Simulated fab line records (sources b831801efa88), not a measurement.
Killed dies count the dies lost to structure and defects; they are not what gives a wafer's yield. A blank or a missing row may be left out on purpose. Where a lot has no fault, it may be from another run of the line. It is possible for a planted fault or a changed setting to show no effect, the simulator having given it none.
Struck lot and sound lot, side by side || flow sky130 || 16 steps out of a route of 708
Sound: wafers L347.2, L347.5, L347.6. Wafers L337.1, L337.3, L337.4 were the ones struck. The cause is named last.
Per side, at each step with rows, come the tool, then ch with its chambers, and then its first start. Under that, the readings that differ: sound wafers || struck wafers || difference of the means || sigmas: that difference in standard deviations of wafers without a fault.
alike: readings whose means differ by less than 2 such deviations, and words and numbers that are the same on both sides. not compared: withheld readings, readings that some wafer has no value for, bounds like >300 that may hide the same value, and numbers for which the record gives no deviation and whose values overlap.
A row with sigmas, a row that says differs or no value, or rows on one side alone: a step with any of these is where the two part. Non-overlapping numbers with no deviation appear without sigmas and do not part them. Lack of a reading on every wafer of one side parts them only where that side has two or more wafers.

first, 7 steps without rows for these wafers: SKY_METAL3_HMDS_06 (prime time 60 s); SKY_METAL3_COAT_07 (resist thk 60 nm); SKY_METAL3_COAT_08 (resist thk 1140 nm); SKY_METAL3_SOFTBAKE_09 (time 90 s); SKY_METAL3_EXPOSE_10 (exposes mask MM3, target cd 300 nm); SKY_METAL3_PEB_11; SKY_METAL3_DEVELOP_12 (develop time 60 s).
SKY_METAL3_CD_MEAS_13 targets a cd of 300 nm.
  sound on cdSem-02 at day 44 04:01; struck on cdSem-02 at day 41 04:43
  alike: cdNm
SKY_METAL3_OVL_MEAS_14:
  sound on overlay-02 at day 44 04:07; struck on overlay-02 at day 41 04:50
  alike: METAL3_OVL
SKY_METAL3_DESCUM_15: chemistry O2, time 8 s.
  sound on rieMetal-01 ch 0,1, day 44 04:09; struck on rieMetal-01 ch 0,1, day 41 04:53
  alike: drypumpMotorCurrentA, oesProductAu
  not compared: rfHoursCounterH
SKY_METAL3_ETCH_16: etches BARC in N2/H2, stops on SiO2, time 88.2 s, target depth 60 nm.
  sound on rieMetal-01 ch 0,1, day 44 04:11; struck on rieMetal-01 ch 0,1, day 41 04:55
  alike: drypumpMotorCurrentA, oesProductAu, throttleValvePct
  not compared: rfHoursCounterH
SKY_METAL3_ETCH_17: etches SiO2 in C4F8/O2/Ar, stops on TiN, time 3.9 s, target depth 15 nm.
  sound on rieDiel-01 ch 0,1,3, day 44 04:17; struck on rieDiel-04 ch 1,2,3, day 41 05:01
  alike: oesProductAu
  not compared: rfHoursCounterH
SKY_METAL3_METAL_ETCH_18: etches the open film in Cl2/BCl3, stops on SiO2, target depth 845 nm, time 183.1 s.
  sound on rieMetal-03 ch 0,1, day 44 04:18; struck on rieMetal-03 ch 0,1, day 41 05:02
{"reading": "model.KrF-thick_of_METAL3_COAT_08.thkNm (nm)", "sound": "515.3 508.8 523.7", "struck": "620.2 619.4 605.6", "difference": "+99.1", "sigmas": ""}
{"reading": "model.METAL3.cdNm (nm)", "sound": "292.8 295.4 300.7", "struck": "304.9 307.3 306.8", "difference": "+10.0", "sigmas": ""}
{"reading": "model.SiO2_of_VIA2_HDPCVD_00.thkNm (nm)", "sound": "464.3 464.5 464.2", "struck": "467.5 470.8 468.9", "difference": "+4.7", "sigmas": ""}
  alike: drypumpMotorCurrentA, oesProductAu, throttleValvePct
  not compared: rfHoursCounterH
SKY_METAL3_STRIP_19: strips in O2/N2.
  sound on plasmaAsher-01 ch 0,1, day 44 04:29; struck on plasmaAsher-04 ch 0,1, day 41 05:13
{"reading": "oesProductAu (a.u.)", "sound": "0.497 0.497 0.505", "struck": "0.544 0.546 0.532", "difference": "+0.041", "sigmas": "+6"}
{"reading": "stripTimeToEndpointS (s)", "sound": "6.40 6.35 6.50", "struck": "7.46 7.46 7.32", "difference": "+1.00", "sigmas": "+10"}
  alike: drypumpMotorCurrentA
  not compared: rfHoursCounterH
then, 1 step without rows for these wafers: SKY_METAL3_STRIP_20 (strips in post etch residue remover, time 1200 s).
-- the record jumps here: 7 days lie between the struck wafers' starts before and after (it left off in module METAL3 and takes up again in module PAD_OPEN, whose first step shown is number 708 of the route) --
SKY_PAD_OPEN_PROBE_99:
  sound on prober-02 at day 50 09:16; struck on prober-02 at day 48 01:32
{"reading": "killedAtContacts", "sound": "34 37 29", "struck": "16 25 23", "difference": -12, "sigmas": -2}
{"reading": "model.etest.met3.widthNm (nm)", "sound": "290.9 293.9 299.8", "struck": "307.7 304.9 305.6", "difference": "+11.2", "sigmas": ""}
{"reading": "model.etest.met3.lineOhmUm", "sound": "0.1487 0.1461 0.1436", "struck": "0.14 0.1388 0.14", "difference": -0.01, "sigmas": ""}
  alike: defectLimitedYield, killed_at_M0_to_M3, killed_at_M4_up, killedAtFrontEnd, killedAtOther, killedDies, killedOpen, killedShort, sort_bin_3_pad_short, sort_bin_5_function, sort_bin_6_memory, sortNPass, sortYieldPct
  not compared: model.etest.met3Comb.leakLog10AUm

## WHERE THEY PART
First at SKY_METAL3_STRIP_19; last, within this record, at SKY_PAD_OPEN_PROBE_99.

WHY: what the simulator had put in
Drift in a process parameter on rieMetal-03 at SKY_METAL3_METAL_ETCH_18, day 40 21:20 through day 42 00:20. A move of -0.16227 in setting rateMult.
